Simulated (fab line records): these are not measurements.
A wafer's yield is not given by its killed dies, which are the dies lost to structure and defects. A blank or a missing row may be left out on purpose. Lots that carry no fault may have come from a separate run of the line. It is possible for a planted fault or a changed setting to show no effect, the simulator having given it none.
Problem report, 8D (eight disciplines) form, completed by code ; flow sfq_line ; the parts of the form that need people (team, actions taken, sign-off) are left out

== 1. PROBLEM STATEMENT ==
Mean I2_OVL at SFQ_I2_OVL_MEAS_918: 148 nm over 12 wafers in 4 lots; fault-free wafers: -3 nm, standard deviation 6.1. Relative to the usual mean, that is a shift of +25 standard deviations.
First seen on wafer L969.1, day 38 07:24, on overlay-01. Wafers with a number at this step in the record: 48, from 16 lots. Rule for "out" (also "out of limits"): further than 4 standard deviations from the usual mean. All remaining wafers that have a number are taken as sound.

== 2. WHAT THIS IS AND IS NOT ==
question;is;is not
which readings at this step;I2_OVL;-
which lots;L969, L970, L971, L972;L964, L966, L967, L968, L974, L979, L980, L981, L982, L983, L984, L987
which wafers of those lots;all that have a number;-
read on which gauges;overlay-01, overlay-02;-
when;from day 38 07:24;"up to then (12 sound wafers); but 24 sound wafers of L974, L979, L980, L981, L982, L983, L984, L987 came after"

== 3. THE SUSPECTS, EACH WITH WHAT RULES IT OUT ==
Counting: a tool stays on the suspect list if, at a process step up to the reading, it processed all lots that are out and no sound lot following the first of them.
- the gauge at SFQ_I2_OVL_MEAS_918 has been ruled out. The wafers that are out were read on 2 gauges (overlay-01, overlay-02).
- krf_scanner-02 at SFQ_TRILAYER_I2_VIA_LITHO_EXPOSE_068 (exposes mask I2, target cd 500 nm): kept. Every lot that is out went through it, starting with L969 (day 38 05:54), and after that it ran no sound lot; the last sound lot it ran before then is L968 (day 38 02:42).
The count leaves krf_scanner-02 at SFQ_TRILAYER_I2_VIA_LITHO_EXPOSE_068.

== 4. THE CAUSE (what the simulator had put in) ==
Scanner matching overlay: krf_scanner-02, from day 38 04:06 on, at SFQ_TRILAYER_I2_VIA_LITHO_EXPOSE_068. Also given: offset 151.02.
Counting left only this tool.

== 5. SEQUENCE OF EFFECTS, ordered by route ==
Each row: a reading where the mean over the struck wafers with a number is more than 3 standard deviations away from the usual. Only readings for which the record gives a usual standard deviation are gone through. hours: the time from each lot's start at the first step in this table that gives one to its start at this step, as a median over the lots. sigmas: the change in usual standard deviations.
hours;step;reading;usual;on struck wafers;change;sigmas
0;SFQ_I2_OVL_MEAS_918;I2_OVL;-3 nm;148;+151;+25

== 6. WHAT WOULD HAVE CAUGHT IT SOONER ==
The first out-of-limits reading at a measuring or inspecting step in this record came at day 38 07:24, 3 hours after the fault's start at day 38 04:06.
Tool readings at SFQ_TRILAYER_I2_VIA_LITHO_EXPOSE_068 with a usual standard deviation given in the record: none out on any struck wafer, hence no alarm at a limit of 4 standard deviations on them.
Among the 4 lots that are out, L970, L971, L972 began SFQ_TRILAYER_I2_VIA_LITHO_EXPOSE_068 on krf_scanner-02 after day 38 07:24. A hold on the tool at that time would have spared those 3.
